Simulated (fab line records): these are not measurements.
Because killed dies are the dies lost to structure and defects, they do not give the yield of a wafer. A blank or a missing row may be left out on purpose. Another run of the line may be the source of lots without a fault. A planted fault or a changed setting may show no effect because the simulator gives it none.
Which of the tools did it?	flow sky130	Sampling: 6 lots, 18 wafers, 2 of 708 route steps

WHAT THE GAUGES READ, wafer by wafer
SKY_SONOS_ONO_THK_MEAS_05.
lot	measured	on	SONOS_ONO_CVD_04_THK (nm)
L881	day 11 17:50	film metro-01	5.59 5.56 5.70
L886	day 13 10:26	film metro-01	5.76 5.92 5.84
L889	day 14 11:34	film metro-02	5.89 5.82 5.94
L891	day 14 15:46	film metro-04	5.82 5.86 5.80
L893	day 15 14:53	film metro-04	6.58 6.59 6.60
L903	day 19 01:31	film metro-04	5.85 5.82 5.89

WHAT TOOL EACH LOT RAN ON (gives the tool, then ch and the chambers of the sampled wafers, and finally the start)
lot	SKY_SONOS_ONO_CVD_04
L881	lpcvd-03 ch 1, day 11 16:34
L886	lpcvd-03 ch 0, day 13 09:11
L889	lpcvd-03 ch 0, day 14 10:19
L891	lpcvd-03 ch 0, day 14 14:30
L893	lpcvd-03 ch 1, day 15 13:38
L903	lpcvd-03 ch 1, day 19 00:16
- SKY_SONOS_ONO_CVD_04: deposits SiO2 from SiH4/N2O, target thk 5.7199 nm.

THE ANSWER, worked out from the rows above alone
Rule: usual is defined by the lots themselves. The widest of any qualifying gaps counts: lots, ordered by their means at a reading, are off when they make up no more than a third of the lots, leave a main group of 4 or more, and stand apart from it by 3 or more times the standard deviation of that group's means. If all means in a main group match to the digits the tables above print for the reading, that group is not used. Also off: a lot with no number at a reading for which 4 or more lots have one. Any other lot the step has rows for is counted as sound.
Off: L893, at SKY_SONOS_ONO_THK_MEAS_05 (SONOS_ONO_CVD_04_THK). Main group: mean 5.80 nm, sd 0.096.
If a tool, at a process step before that reading, ran all the lots that are off and no sound lot after the first of them, it fits. Gauges at SKY_SONOS_ONO_THK_MEAS_05: tried the same way as those tools. No candidate that was tried fits.

WHAT HAD BEEN PUT IN BY THE SIMULATOR
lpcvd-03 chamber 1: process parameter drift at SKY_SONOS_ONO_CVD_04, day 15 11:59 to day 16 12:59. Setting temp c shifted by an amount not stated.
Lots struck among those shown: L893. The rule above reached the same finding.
